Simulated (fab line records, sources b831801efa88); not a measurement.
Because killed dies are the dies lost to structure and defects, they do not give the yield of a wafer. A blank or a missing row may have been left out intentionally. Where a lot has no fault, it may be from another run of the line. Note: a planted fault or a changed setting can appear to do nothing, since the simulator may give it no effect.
Chamber matching -- flow sky130 -- SKY_FIELD_ISO_CMP_27 on cmp-01: 4 sister chambers
The step polishes, stops on Si3N4, t overpolish 16 s, target thk 457.8 nm. 4 wafers are shown with their chamber, then 8 later ones without.

WAFERS, EACH WITH ITS CHAMBER
wafer,chamber,motor current A (A)
L567.1,1,13.1
L567.3,3,12.5
L567.4,2,12.9
L576.2,0,14.5

WAFERS WHOSE CHAMBER IS MISSING
wafer,motor current A (A)
L576.3,12.4
L576.4,12.5
L580.2,13.1
L580.3,13.9
L580.6,13.2
L582.4,11.9
L582.5,13.6
L582.6,12.5

WHICH CHAMBER EACH ONE RAN IN
wafer,from the rows above,in truth
L576.3,can't be placed: 3 or 2 or 1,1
L576.4,can't be placed: 3 or 2 or 1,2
L580.2,can't be placed: 1 or 2 or 3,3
L580.3,can't be placed: 0 or 1 or 2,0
L580.6,can't be placed: 1 or 2 or 3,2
L582.4,can't be placed: 3 or 2 or 1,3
L582.5,can't be placed: 1 or 2 or 0 or 3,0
L582.6,can't be placed: 3 or 2 or 1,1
0 of 8 placed correctly. Cannot be placed on the basis of these rows: 8; the candidates contain the true chamber in 8. Wrongly placed: 0.
How it was worked out, from the rows above alone: a wafer's distance from a chamber is the root of the sum, over the readings, of the square of ((its reading less the chamber's mean) divided by the reading's scatter). If the next closest chamber is less than 2 further off than the closest, the wafer can't be placed; otherwise it belongs to the closest. For every chamber, the mean is computed from those of its wafers that are shown. The scatter: root of mean squared gap, hidden wafer to nearest shown wafer, with one shown wafer a chamber.
